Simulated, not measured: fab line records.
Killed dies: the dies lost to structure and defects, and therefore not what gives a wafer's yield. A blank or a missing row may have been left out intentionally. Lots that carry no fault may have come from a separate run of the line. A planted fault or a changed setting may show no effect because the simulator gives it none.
Which tool is to blame? | flow gf180mcu | 6 lots with 18 wafers sampled at 2 steps, on a route of 602 steps

WHAT EACH GAUGE READ, for each wafer
GF_MVPSD_TW_MEAS_11.
lot  | measured     | on           | MVPSD_TW
L577 | day 5 12:03  | filmMetro-02 | 544 544 544
L582 | day 6 18:25  | filmMetro-01 | 552 552 550
L585 | day 7 10:23  | filmMetro-02 | 508 512 507
L590 | day 8 18:56  | filmMetro-02 | 551 551 550
L595 | day 10 07:12 | filmMetro-04 | 550 554 553
L598 | day 10 20:23 | filmMetro-02 | 553 553 553

TOOL THAT RAN EACH LOT (tool first, then ch and the chambers of the sampled wafers, then the start)
lot  | GF_MVPSD_IMPLANT_08
L577 | implanter-03 ch 0, day 5 11:39
L582 | implanter-03 ch 0, day 6 18:01
L585 | implanter-04 ch 0, day 7 10:01
L590 | implanter-02 ch 0, day 8 18:32
L595 | implanter-04 ch 0, day 10 06:48
L598 | implanter-04 ch 0, day 10 19:58
- GF_MVPSD_IMPLANT_08

THE ANSWER, worked out from the rows above alone
Rule: the usual values come from the lots themselves. Put in order of their means at a reading, lots are off if they are a third of the lots or fewer, leave a main group of 4 or more, and stand apart from it by a gap of 3 or more times the standard deviation of the main group's means; of several such gaps the widest counts. A main group whose means are all the same, to the digits that the tables above print for the reading, isn't used. Also off: a lot with no number at a reading for which 4 or more lots have one. Any other lot the step has rows for is counted as sound.
Off: L585, seen at GF_MVPSD_TW_MEAS_11 (MVPSD_TW). Main group: mean 550, sd 3.2.
A tool fits if, at a process step before that reading, it ran every lot that is off, and no sound lot after the first of them. The gauges at GF_MVPSD_TW_MEAS_11 are tried like those tools. No candidate that was tried fits.

WHAT WAS PUT IN BY THE SIMULATOR
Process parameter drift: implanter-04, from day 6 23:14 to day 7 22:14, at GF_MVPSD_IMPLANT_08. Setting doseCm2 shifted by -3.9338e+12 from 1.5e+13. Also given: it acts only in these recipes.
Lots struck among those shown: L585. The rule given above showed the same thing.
